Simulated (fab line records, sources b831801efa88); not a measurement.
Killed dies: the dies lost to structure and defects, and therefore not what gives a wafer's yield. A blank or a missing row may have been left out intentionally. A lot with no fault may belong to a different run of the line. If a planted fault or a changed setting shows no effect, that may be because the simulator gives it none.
Chamber matching :: flow gf180mcu :: GF_V5_CVD_02 on pecvd-01 has 3 sister chambers
The step deposits SiO2 from TEOS, target thk 1450 nm, time 163.28 s. 5 wafers are shown with their chamber, then 8 later ones without.

## WAFERS, EACH WITH ITS CHAMBER
wafer: L388.2
chamber: 1
rfFwdPowerW (W): 595.6
heaterPowerW (W): 719

wafer: L390.1
chamber: 0
rfFwdPowerW (W): 599.0
heaterPowerW (W): 869

wafer: L390.5
chamber: 0
rfFwdPowerW (W): 599.2
heaterPowerW (W): 664

wafer: L390.6
chamber: 2
rfFwdPowerW (W): 598.6
heaterPowerW (W): 767

wafer: L392.2
chamber: 2
rfFwdPowerW (W): 597.0
heaterPowerW (W): 777

## WAFERS WITHOUT THEIR CHAMBER
wafer: L392.5
rfFwdPowerW (W): 600.3
heaterPowerW (W): 659

wafer: L392.6
rfFwdPowerW (W): 598.0
heaterPowerW (W): 669

wafer: L394.2
rfFwdPowerW (W): 596.6
heaterPowerW (W): 767

wafer: L394.3
rfFwdPowerW (W): 598.0
heaterPowerW (W): 754

wafer: L394.5
rfFwdPowerW (W): 595.9
heaterPowerW (W): 827

wafer: L397.2
rfFwdPowerW (W): 596.8
heaterPowerW (W): 792

wafer: L397.3
rfFwdPowerW (W): 597.0
heaterPowerW (W): 767

wafer: L397.4
rfFwdPowerW (W): 594.8
heaterPowerW (W): 692

## WHICH CHAMBER EACH WENT THROUGH
wafer: L392.5
from the rows above: can't be placed: 0 or 2
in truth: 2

wafer: L392.6
from the rows above: can't be placed: 2 or 0 or 1
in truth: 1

wafer: L394.2
from the rows above: can't be placed: 1 or 2 or 0
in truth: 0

wafer: L394.3
from the rows above: can't be placed: 2 or 0
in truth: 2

wafer: L394.5
from the rows above: can't be placed: 1 or 2
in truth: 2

wafer: L397.2
from the rows above: can't be placed: 2 or 1 or 0
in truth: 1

wafer: L397.3
from the rows above: can't be placed: 2 or 1 or 0
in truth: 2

wafer: L397.4
from the rows above: 1
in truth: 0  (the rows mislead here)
Correct placement for 0 of the 8. From these rows, 7 cannot be placed; in 7 the true chamber is one of the candidates. 1 placed wrongly.
How it was worked out, from the rows above alone: a wafer's distance from a chamber is the root of the sum, over the readings, of the square of ((its reading less the chamber's mean) divided by the reading's scatter). The wafer belongs to the nearest chamber; if the next one is less than 2 further off, it can't be placed. The mean given for a chamber averages the wafers shown for that chamber. How the scatter is found: for the shown wafers, subtract from each reading the mean of its chamber, square and add these, divide the total by (wafers less chambers), then take the root.
